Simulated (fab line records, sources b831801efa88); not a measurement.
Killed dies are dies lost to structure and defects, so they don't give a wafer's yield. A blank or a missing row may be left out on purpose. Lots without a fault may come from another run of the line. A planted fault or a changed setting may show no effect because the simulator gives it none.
Which tool did it? | flow sky130 | 7 lots, 21 wafers sampled, at 1 step of a route of 708

WHAT THE GAUGES READ, wafer by wafer
SKY_METAL2_THK_MEAS_06: measures by xrf.
lot  | measured     | on            | METAL2_ALCU_THK (nm)
L295 | day 35 10:47 | film_metro-03 | 245.7 248.0 250.4
L296 | day 35 13:37 | film_metro-01 | 242.8 241.9 243.0
L298 | day 36 17:37 | film_metro-04 | 249.6 247.0 247.2
L303 | day 37 15:25 | film_metro-03 | 243.2 242.7 246.3
L306 | day 38 20:31 | film_metro-04 | 248.9 247.2 251.3
L308 | day 39 11:54 | film_metro-04 | 246.5 244.9 245.6
L314 | day 42 00:11 | film_metro-03 | 241.2 243.8 248.0

WHICH TOOL RAN EACH LOT (tool, then ch and the chambers of the sampled wafers, then the start)
The record holds no process step before these readings.

THE ANSWER, worked out from the rows above alone
Rule: what is usual is taken from the lots themselves. Put in order of their means at a reading, lots are off if they are a third of the lots or fewer, leave a main group of 4 or more, and stand apart from it by a gap of 3 or more times the standard deviation of the main group's means; of several such gaps the widest counts. A main group whose means are all the same, to the digits that the tables above print for the reading, isn't used. A lot without any number at a reading at which 4 lots or more have one is off too. The other lots that the step has rows for count as sound.
No lot is off at any reading shown: from this, nothing can be told.

WHAT THE SIMULATOR HAD PUT IN
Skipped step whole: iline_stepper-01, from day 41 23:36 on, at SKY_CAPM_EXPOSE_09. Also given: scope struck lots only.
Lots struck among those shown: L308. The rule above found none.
